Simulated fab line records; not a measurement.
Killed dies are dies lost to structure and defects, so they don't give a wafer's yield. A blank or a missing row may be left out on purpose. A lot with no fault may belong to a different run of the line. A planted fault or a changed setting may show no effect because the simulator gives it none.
Code-filled problem report in 8D (eight disciplines) form	flow gf180mcu	the parts of the form that need people (team, actions taken, sign-off) are left out

== 1. WHAT WENT WRONG ==
Across 6 wafers from 2 lots, MVSD_RS at GF_VT_IMPLANT_RS_MEAS_46 averages 450.9 ohm/sq, while fault-free wafers read 457.0 ohm/sq with a standard deviation of 1.2. Relative to the usual mean, that is a shift of -5.0 standard deviations.
The step: measures by four-point-probe.
First observed at day 11 19:10: wafer L287.2, on film metro-03. The record holds 39 wafers of 13 lots with a number at this step. The rule behind "out" and "out of limits": a value lying over 4 standard deviations away from the usual mean. The rest of the wafers with a number are treated as sound.

== 2. WHAT IT IS; WHAT IT IS NOT ==
question	is	is not
which readings at this step	MVSD_RS	-
which lots	L287, L292	L272, L273, L274, L275, L276, L277, L278, L280, L281, L284, L294
which wafers of those lots	all that have a number	-
read on which gauges	film metro-01, film metro-03	film metro-02
when	from day 11 19:10	up to then (30 sound wafers); but 3 sound wafers of L294 came after

== 3. THE SUSPECTS, EACH WITH WHAT RULES IT OUT ==
Counting: a tool at a process step up to the reading stays a suspect if it ran every lot that is out and no sound lot after the first of them.
- ruled out: the gauge at GF_VT_IMPLANT_RS_MEAS_46. Those wafers that are out were read across 2 gauges (film metro-01, film metro-03).
- implanter-02 at GF_MVSD_IMPLANT_09: kept. All lots that are out passed through it, beginning with L287 at day 8 02:53, and no sound lot followed; its final sound lot before that point was L281 at day 6 13:47. Out on those wafers are its own readings of dose ions cm2, faraday current uA.
Left after counting: implanter-02 at GF_MVSD_IMPLANT_09.

== 4. THE CAUSE (what the simulator had put in) ==
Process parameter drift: implanter-02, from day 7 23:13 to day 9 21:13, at GF_MVSD_IMPLANT_09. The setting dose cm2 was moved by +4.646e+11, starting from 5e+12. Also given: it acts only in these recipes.
Only this tool survived the counting.

== 5. THE CHAIN OF EFFECTS, in route order ==
Rows list readings where the struck wafers' mean (over those with a number) sits beyond 3 standard deviations from the usual. Only readings for which the record gives a usual standard deviation are gone through. hours: the time from each lot's start at the first step in this table that gives one to its start at this step, as a median over the lots. sigmas: the change in usual standard deviations.
hours	step	reading	usual	on struck wafers	change	sigmas
0	GF_MVSD_IMPLANT_09	dose ions cm2	5e+12	5e+12	+5e+11	+83
0	GF_MVSD_IMPLANT_09	faraday current uA	28.1	30.6	+2.5	+4.7
91	GF_VT_IMPLANT_RS_MEAS_46	MVSD_RS	457.0 ohm/sq	450.9	-6.1	-5.0
Its process steps:
- GF_MVSD_IMPLANT_09

== 6. WHAT WOULD HAVE CAUGHT IT SOONER ==
92 hours passed between the start of the fault at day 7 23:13 and the first reading out of limits at a measuring or inspecting step in this record, taken at day 11 19:10.
Tool's own readings at GF_MVSD_IMPLANT_09, dose ions cm2, faraday current uA: out on all struck wafers the step has rows for; an alarm limit on them would have tripped on the first.
Lots out: 2; all had begun GF_MVSD_IMPLANT_09 on implanter-02 by day 11 19:10. None of them would have been spared by holding the tool at that moment.
